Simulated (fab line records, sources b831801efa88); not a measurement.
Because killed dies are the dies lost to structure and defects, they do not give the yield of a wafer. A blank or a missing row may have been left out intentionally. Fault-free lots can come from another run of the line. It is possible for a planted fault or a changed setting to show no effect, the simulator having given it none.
Which tool is to blame? :: flow gf180mcu :: 6 lots, 18 wafers sampled, at 1 step of a route of 602

WHAT THE GAUGES SHOWED, per wafer
GF_V1_THK_MEAS_01.
lot: L127
measured: day 18 06:35
on: filmMetro-01
V1_CVD_00_THK (nm): 596 603 601

lot: L129
measured: day 19 01:13
on: filmMetro-01
V1_CVD_00_THK (nm): 608 601 610

lot: L131
measured: day 19 23:43
on: filmMetro-04
V1_CVD_00_THK (nm): 595 597 598

lot: L136
measured: day 21 13:55
on: filmMetro-03
V1_CVD_00_THK (nm): 594 593 599

lot: L144
measured: day 24 17:23
on: filmMetro-04
V1_CVD_00_THK (nm): 603 601 598

lot: L146
measured: day 25 10:53
on: filmMetro-03
V1_CVD_00_THK (nm): 597 608 604

WHAT TOOL EACH LOT RAN ON (gives the tool, then ch and the chambers of the sampled wafers, and finally the start)
The record shows no process step preceding these readings.

THE ANSWER, worked out from the rows above alone
Rule: the lots themselves supply what counts as usual. The widest of any qualifying gaps counts: lots, ordered by their means at a reading, are off when they make up no more than a third of the lots, leave a main group of 4 or more, and stand apart from it by 3 or more times the standard deviation of that group's means. If all means in a main group match to the digits the tables above print for the reading, that group is not used. Also off: a lot with no number at a reading for which 4 or more lots have one. Any other lot the step has rows for is counted as sound.
None of the lots is off at any reading shown; this tells nothing.

WHAT HAD BEEN PUT IN BY THE SIMULATOR
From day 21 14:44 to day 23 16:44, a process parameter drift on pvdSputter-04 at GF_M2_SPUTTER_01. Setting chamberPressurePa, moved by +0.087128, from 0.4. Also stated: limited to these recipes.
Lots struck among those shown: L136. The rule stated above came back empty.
